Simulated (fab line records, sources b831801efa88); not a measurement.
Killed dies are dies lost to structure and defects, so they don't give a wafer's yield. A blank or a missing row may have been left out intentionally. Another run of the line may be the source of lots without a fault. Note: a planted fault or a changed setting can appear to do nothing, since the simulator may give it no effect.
What tool caused it? -- flow sky130 -- route of 708 steps, sampled at 1 step: 6 lots, 18 wafers

WHAT THE GAUGES SHOWED, per wafer
SKY_SONOS_ONO_THK_MEAS_03.
lot,measured,on,SONOS_ONO_CVD_02_THK (nm)
L558,day 11 17:47,film metro-03,10.50 10.49 10.45
L562,day 12 23:56,film metro-02,10.50 10.46 10.57
L570,day 16 05:35,film metro-03,10.54 10.55 10.50
L574,day 17 05:16,film metro-03,10.41 10.43 10.45
L576,day 17 19:59,film metro-04,10.52 10.62 10.64
L579,day 18 23:39,film metro-04,10.43 10.59 10.48

EACH LOT AND THE TOOL THAT RAN IT (in order: tool; ch and the chambers of the sampled wafers; start)
Before these readings, the record contains no process step.

THE ANSWER, worked out from the rows above alone
Rule: the lots themselves supply what counts as usual. Put in order of their means at a reading, lots are off if they are a third of the lots or fewer, leave a main group of 4 or more, and stand apart from it by a gap of 3 or more times the standard deviation of the main group's means; of several such gaps the widest counts. A main group is skipped when, at the precision printed for the reading in the tables above, its means are all equal. A lot without any number at a reading at which 4 lots or more have one is off too. The other lots that the step has rows for count as sound.
No lot is off at any reading shown: from this, nothing can be told.

WHAT THE SIMULATOR HAD PUT IN
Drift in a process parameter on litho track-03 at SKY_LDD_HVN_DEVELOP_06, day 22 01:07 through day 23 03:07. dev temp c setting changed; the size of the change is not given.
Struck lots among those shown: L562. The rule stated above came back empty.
